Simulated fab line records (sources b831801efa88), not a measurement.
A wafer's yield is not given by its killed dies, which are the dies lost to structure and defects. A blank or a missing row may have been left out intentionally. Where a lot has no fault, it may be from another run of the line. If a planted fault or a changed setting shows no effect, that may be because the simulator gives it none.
What tool caused it? || flow gf180mcu || Sampling: 11 lots, 33 wafers, 5 of 602 route steps

## WHAT THE GAUGES SHOWED, per wafer
GF_MVSD_OVL_MEAS_07.
{"lot": "L104", "measured": "day 4 10:13", "on": "overlay-02", "MVSD_OVL (nm)": "0.0 0.2 1.0"}
{"lot": "L105", "measured": "day 4 15:00", "on": "overlay-02", "MVSD_OVL (nm)": "-2.3 -2.7 -2.8"}
{"lot": "L106", "measured": "day 5 03:36", "on": "overlay-02", "MVSD_OVL (nm)": "-1.5 -1.3 -2.4"}
{"lot": "L107", "measured": "day 5 07:45", "on": "overlay-01", "MVSD_OVL (nm)": "1.2 2.7 0.5"}
{"lot": "L109", "measured": "day 5 21:44", "on": "overlay-01", "MVSD_OVL (nm)": "2.0 0.7 3.2"}
{"lot": "L114", "measured": "day 7 01:13", "on": "overlay-02", "MVSD_OVL (nm)": "0.1 -0.9 1.8"}
{"lot": "L115", "measured": "day 7 02:39", "on": "overlay-01", "MVSD_OVL (nm)": "1.6 0.7 0.1"}
{"lot": "L118", "measured": "day 7 20:11", "on": "overlay-01", "MVSD_OVL (nm)": "3.8 3.0 1.9"}
{"lot": "L120", "measured": "day 8 04:57", "on": "overlay-01", "MVSD_OVL (nm)": "0.6 -2.1 0.6"}
{"lot": "L122", "measured": "day 8 16:49", "on": "overlay-02", "MVSD_OVL (nm)": "0.9 0.6 2.0"}
{"lot": "L127", "measured": "day 10 00:53", "on": "overlay-01", "MVSD_OVL (nm)": "1.2 2.3 1.4"}

GF_POLY_GATE_THK_MEAS_01.
{"lot": "L104", "measured": "day 8 11:49", "on": "film_metro-04", "POLY_GATE_CVD_00_THK (nm)": "203.4 202.4 203.8"}
{"lot": "L105", "measured": "day 8 17:40", "on": "film_metro-03", "POLY_GATE_CVD_00_THK (nm)": "202.4 203.0 202.6"}
{"lot": "L106", "measured": "day 9 06:53", "on": "film_metro-03", "POLY_GATE_CVD_00_THK (nm)": "201.8 202.1 203.4"}
{"lot": "L107", "measured": "day 9 14:04", "on": "film_metro-03", "POLY_GATE_CVD_00_THK (nm)": "199.4 202.0 199.1"}
{"lot": "L109", "measured": "day 10 06:12", "on": "film_metro-01", "POLY_GATE_CVD_00_THK (nm)": "198.1 198.5 197.8"}
{"lot": "L114", "measured": "day 11 13:01", "on": "film_metro-03", "POLY_GATE_CVD_00_THK (nm)": "202.1 204.0 201.3"}
{"lot": "L115", "measured": "day 11 16:55", "on": "film_metro-04", "POLY_GATE_CVD_00_THK (nm)": "199.0 200.2 201.0"}
{"lot": "L118", "measured": "day 12 10:53", "on": "film_metro-03", "POLY_GATE_CVD_00_THK (nm)": "204.9 202.6 204.2"}
{"lot": "L120", "measured": "day 12 21:43", "on": "film_metro-01", "POLY_GATE_CVD_00_THK (nm)": "199.4 199.5 199.4"}
{"lot": "L122", "measured": "day 13 13:43", "on": "film_metro-01", "POLY_GATE_CVD_00_THK (nm)": "116.6 117.6 117.2 116.6 117.6 117.0"}
{"lot": "L127", "measured": "day 15 01:48", "on": "film_metro-04", "POLY_GATE_CVD_00_THK (nm)": "198.4 199.0 198.8"}

GF_HV_LDD_OVL_MEAS_47.
{"lot": "L104", "measured": "day 12 06:47", "on": "overlay-01", "HV_LDD_03_OVL (nm)": "-0.2 -0.8 -1.1"}
{"lot": "L105", "measured": "day 12 14:20", "on": "overlay-01", "HV_LDD_03_OVL (nm)": "3.3 2.8 0.9"}
{"lot": "L106", "measured": "day 13 06:19", "on": "overlay-02", "HV_LDD_03_OVL (nm)": "1.5 0.1 1.7"}
{"lot": "L107", "measured": "day 13 12:28", "on": "overlay-01", "HV_LDD_03_OVL (nm)": "2.0 2.8 3.6"}
{"lot": "L109", "measured": "day 14 13:31", "on": "overlay-02", "HV_LDD_03_OVL (nm)": "-1.5 -2.1 -0.8"}
{"lot": "L114", "measured": "day 15 21:53", "on": "overlay-01", "HV_LDD_03_OVL (nm)": "0.0 0.0 3.1"}
{"lot": "L115", "measured": "day 16 01:29", "on": "overlay-01", "HV_LDD_03_OVL (nm)": "-1.9 0.2 -0.4"}
{"lot": "L118", "measured": "day 17 00:25", "on": "overlay-02", "HV_LDD_03_OVL (nm)": "-0.3 1.1 0.1"}
{"lot": "L120", "measured": "day 17 10:22", "on": "overlay-02", "HV_LDD_03_OVL (nm)": "-1.1 1.4 -1.6"}
{"lot": "L122", "measured": "day 18 04:55", "on": "overlay-02", "HV_LDD_03_OVL (nm)": "-2.6 -1.6 -1.8"}
{"lot": "L127", "measured": "day 19 21:55", "on": "overlay-02", "HV_LDD_03_OVL (nm)": "-0.8 -0.8 -0.9"}

## TOOL THAT RAN EACH LOT (tool first, then ch and the chambers of the sampled wafers, then the start)
{"lot": "L104", "GF_POLY_GATE_CVD_00": "lpcvd-02 ch 1, day 8 10:29", "GF_POLY_GATE_ETCH_13": "rie_si-02 ch 1,3, day 9 04:23"}
{"lot": "L105", "GF_POLY_GATE_CVD_00": "lpcvd-01 ch 1, day 8 16:19", "GF_POLY_GATE_ETCH_13": "rie_si-02 ch 0,2,3, day 9 10:18"}
{"lot": "L106", "GF_POLY_GATE_CVD_00": "lpcvd-01 ch 0, day 9 05:31", "GF_POLY_GATE_ETCH_13": "rie_si-02 ch 0,1, day 10 00:15"}
{"lot": "L107", "GF_POLY_GATE_CVD_00": "lpcvd-01 ch 1, day 9 12:44", "GF_POLY_GATE_ETCH_13": "rie_si-02 ch 0,2,3, day 10 08:09"}
{"lot": "L109", "GF_POLY_GATE_CVD_00": "lpcvd-01 ch 0, day 10 04:52", "GF_POLY_GATE_ETCH_13": "rie_si-02 ch 0,3, day 11 00:52"}
{"lot": "L114", "GF_POLY_GATE_CVD_00": "lpcvd-02 ch 0, day 11 11:40", "GF_POLY_GATE_ETCH_13": "rie_si-02 ch 1,3, day 12 08:07"}
{"lot": "L115", "GF_POLY_GATE_CVD_00": "lpcvd-02 ch 1, day 11 15:34", "GF_POLY_GATE_ETCH_13": "rie_si-02 ch 2,3, day 12 11:59"}
{"lot": "L118", "GF_POLY_GATE_CVD_00": "lpcvd-01 ch 1, day 12 09:34", "GF_POLY_GATE_ETCH_13": "rie_si-01 ch 1,2, day 13 06:44"}
{"lot": "L120", "GF_POLY_GATE_CVD_00": "lpcvd-02 ch 1, day 12 20:23", "GF_POLY_GATE_ETCH_13": "rie_si-02 ch 1,2,3, day 13 17:14"}
{"lot": "L122", "GF_POLY_GATE_CVD_00": "lpcvd-02 ch 0, day 13 12:22", "GF_POLY_GATE_ETCH_13": "rie_si-02 ch 0,1,2, day 14 10:31"}
{"lot": "L127", "GF_POLY_GATE_CVD_00": "lpcvd-01 ch 1, day 15 00:28", "GF_POLY_GATE_ETCH_13": "rie_si-02 ch 0,2,3, day 15 23:02"}
- GF_POLY_GATE_CVD_00: deposits poly-Si, target thk 200 nm, time 1200 s.
- GF_POLY_GATE_ETCH_13: etches poly-Si in HBr/Cl2, stops on SiO2, target depth 198.5 nm, time 69.6 s.

## AS READ BY THE TOOLS THEMSELVES (means over the sampled wafers that have a number; for cases with no such wafer, the mark the record gives instead)
GF_POLY_GATE_CVD_00.
{"lot": "L104", "tool": "lpcvd-02", "spike_tc_bottom_C (C)": 643.0, "spike_tc_centre_C (C)": 619.9, "spike_tc_lower_C (C)": 620.1, "spike_tc_top_C (C)": 641.1, "spike_tc_upper_C (C)": 618.4, "susceptor_temp_C (C)": 619.94}
{"lot": "L105", "tool": "lpcvd-01", "spike_tc_bottom_C (C)": 637.1, "spike_tc_centre_C (C)": 620.2, "spike_tc_lower_C (C)": 620.0, "spike_tc_top_C (C)": 635.7, "spike_tc_upper_C (C)": 621.0, "susceptor_temp_C (C)": 619.87}
{"lot": "L106", "tool": "lpcvd-01", "spike_tc_bottom_C (C)": 641.8, "spike_tc_centre_C (C)": 621.0, "spike_tc_lower_C (C)": 619.4, "spike_tc_top_C (C)": 639.2, "spike_tc_upper_C (C)": 621.7, "susceptor_temp_C (C)": 619.87}
{"lot": "L107", "tool": "lpcvd-01", "spike_tc_bottom_C (C)": 636.0, "spike_tc_centre_C (C)": 621.6, "spike_tc_lower_C (C)": 619.8, "spike_tc_top_C (C)": 636.4, "spike_tc_upper_C (C)": 621.6, "susceptor_temp_C (C)": 620.24}
{"lot": "L109", "tool": "lpcvd-01", "spike_tc_bottom_C (C)": 640.8, "spike_tc_centre_C (C)": 620.7, "spike_tc_lower_C (C)": 619.1, "spike_tc_top_C (C)": 639.8, "spike_tc_upper_C (C)": 622.5, "susceptor_temp_C (C)": 619.58}
{"lot": "L114", "tool": "lpcvd-02", "spike_tc_bottom_C (C)": 640.2, "spike_tc_centre_C (C)": 620.9, "spike_tc_lower_C (C)": 622.1, "spike_tc_top_C (C)": 642.0, "spike_tc_upper_C (C)": 619.0, "susceptor_temp_C (C)": 620.00}
{"lot": "L115", "tool": "lpcvd-02", "spike_tc_bottom_C (C)": 641.8, "spike_tc_centre_C (C)": 619.7, "spike_tc_lower_C (C)": 620.1, "spike_tc_top_C (C)": 641.5, "spike_tc_upper_C (C)": 619.6, "susceptor_temp_C (C)": 619.84}
{"lot": "L118", "tool": "lpcvd-01", "spike_tc_bottom_C (C)": 635.7, "spike_tc_centre_C (C)": 620.4, "spike_tc_lower_C (C)": 619.0, "spike_tc_top_C (C)": 636.7, "spike_tc_upper_C (C)": 622.0, "susceptor_temp_C (C)": 619.93}
{"lot": "L120", "tool": "lpcvd-02", "spike_tc_bottom_C (C)": 641.9, "spike_tc_centre_C (C)": 618.9, "spike_tc_lower_C (C)": 621.0, "spike_tc_top_C (C)": 640.8, "spike_tc_upper_C (C)": 619.9, "susceptor_temp_C (C)": 620.39}
{"lot": "L122", "tool": "lpcvd-02", "spike_tc_bottom_C (C)": 618.6, "spike_tc_centre_C (C)": 598.1, "spike_tc_lower_C (C)": 599.6, "spike_tc_top_C (C)": 620.0, "spike_tc_upper_C (C)": 597.0, "susceptor_temp_C (C)": 597.29}
{"lot": "L127", "tool": "lpcvd-01", "spike_tc_bottom_C (C)": 636.0, "spike_tc_centre_C (C)": 619.8, "spike_tc_lower_C (C)": 619.4, "spike_tc_top_C (C)": 636.1, "spike_tc_upper_C (C)": 621.2, "susceptor_temp_C (C)": 619.68}

GF_POLY_GATE_ETCH_13.
{"lot": "L104", "tool": "rie_si-02", "chamber_pressure_mTorr (mTorr)": 9.996, "drypump_motor_current_A (A)": 5.68, "oes_product_au (a.u.)": 0.997, "throttle_valve_pct (%)": 33.683}
{"lot": "L105", "tool": "rie_si-02", "chamber_pressure_mTorr (mTorr)": 10.009, "drypump_motor_current_A (A)": 5.74, "oes_product_au (a.u.)": 0.991, "throttle_valve_pct (%)": 33.677}
{"lot": "L106", "tool": "rie_si-02", "chamber_pressure_mTorr (mTorr)": 10.015, "drypump_motor_current_A (A)": 5.99, "oes_product_au (a.u.)": 0.995, "throttle_valve_pct (%)": 33.685}
{"lot": "L107", "tool": "rie_si-02", "chamber_pressure_mTorr (mTorr)": 9.999, "drypump_motor_current_A (A)": 5.71, "oes_product_au (a.u.)": 0.987, "throttle_valve_pct (%)": 33.688}
{"lot": "L109", "tool": "rie_si-02", "chamber_pressure_mTorr (mTorr)": 9.998, "drypump_motor_current_A (A)": 5.81, "oes_product_au (a.u.)": 0.985, "throttle_valve_pct (%)": 33.685}
{"lot": "L114", "tool": "rie_si-02", "chamber_pressure_mTorr (mTorr)": 9.994, "drypump_motor_current_A (A)": 5.71, "oes_product_au (a.u.)": 0.998, "throttle_valve_pct (%)": 33.687}
{"lot": "L115", "tool": "rie_si-02", "chamber_pressure_mTorr (mTorr)": 10.000, "drypump_motor_current_A (A)": 5.57, "oes_product_au (a.u.)": 0.991, "throttle_valve_pct (%)": 33.684}
{"lot": "L118", "tool": "rie_si-01", "chamber_pressure_mTorr (mTorr)": 10.000, "drypump_motor_current_A (A)": 5.98, "oes_product_au (a.u.)": 1.010, "throttle_valve_pct (%)": 33.692}
{"lot": "L120", "tool": "rie_si-02", "chamber_pressure_mTorr (mTorr)": 10.004, "drypump_motor_current_A (A)": 5.74, "oes_product_au (a.u.)": 0.990, "throttle_valve_pct (%)": 33.688}
{"lot": "L122", "tool": "rie_si-02", "chamber_pressure_mTorr (mTorr)": 10.006, "drypump_motor_current_A (A)": 5.84, "oes_product_au (a.u.)": 0.704, "throttle_valve_pct (%)": 33.688}
{"lot": "L127", "tool": "rie_si-02", "chamber_pressure_mTorr (mTorr)": 9.993, "drypump_motor_current_A (A)": 5.72, "oes_product_au (a.u.)": 0.981, "throttle_valve_pct (%)": 33.680}

## THE ANSWER, worked out from the rows above alone
Rule: usual is defined by the lots themselves. Put in order of their means at a reading, lots are off if they are a third of the lots or fewer, leave a main group of 4 or more, and stand apart from it by a gap of 3 or more times the standard deviation of the main group's means; of several such gaps the widest counts. A main group is skipped when, at the precision printed for the reading in the tables above, its means are all equal. A lot without any number at a reading at which 4 lots or more have one is off too. All remaining lots with rows at the step are treated as sound. Order of review: gauges by route order, followed by the tools' own readings, for which a lot's mean as printed above is used. The first step at which some lot is off is used, and at that step the reading that is off furthest; a lot without a number counts as furthest.
Off: at GF_POLY_GATE_THK_MEAS_01 (POLY_GATE_CVD_00_THK), L122. For the main group the mean is 201.1 nm and the standard deviation 1.9.
If a tool, at a process step before that reading, ran all the lots that are off and no sound lot after the first of them, it fits. Not tried: the gauges at GF_POLY_GATE_THK_MEAS_01; whatever is off there is also off at GF_POLY_GATE_CVD_00, on other tools, and gauge error can't account for it. One fits: lpcvd-02 at GF_POLY_GATE_CVD_00. A fault onset in the window from L120 (day 12 20:23, its last sound lot) to L122 (day 13 12:22, its first lot off) fits.
The tool's own readings at GF_POLY_GATE_CVD_00 bear it out: on the lots that are off they differ by more than 5 times the standard deviation of the sound lots' means. spike_tc_bottom_C reads 618.6 C there against 639.4 C on the sound lots; spike_tc_centre_C reads 598.1 C there against 620.3 C on the sound lots; spike_tc_lower_C reads 599.6 C there against 620.0 C on the sound lots; spike_tc_top_C reads 620.0 C there against 638.9 C on the sound lots; spike_tc_upper_C reads 597.0 C there against 620.7 C on the sound lots; susceptor_temp_C reads 597.29 C there against 619.93 C on the sound lots.

## WHAT HAD BEEN PUT IN BY THE SIMULATOR
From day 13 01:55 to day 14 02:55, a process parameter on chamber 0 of lpcvd-02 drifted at GF_POLY_GATE_CVD_00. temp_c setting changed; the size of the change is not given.
Lots struck among those shown: L122. This agrees with what the rule above found.
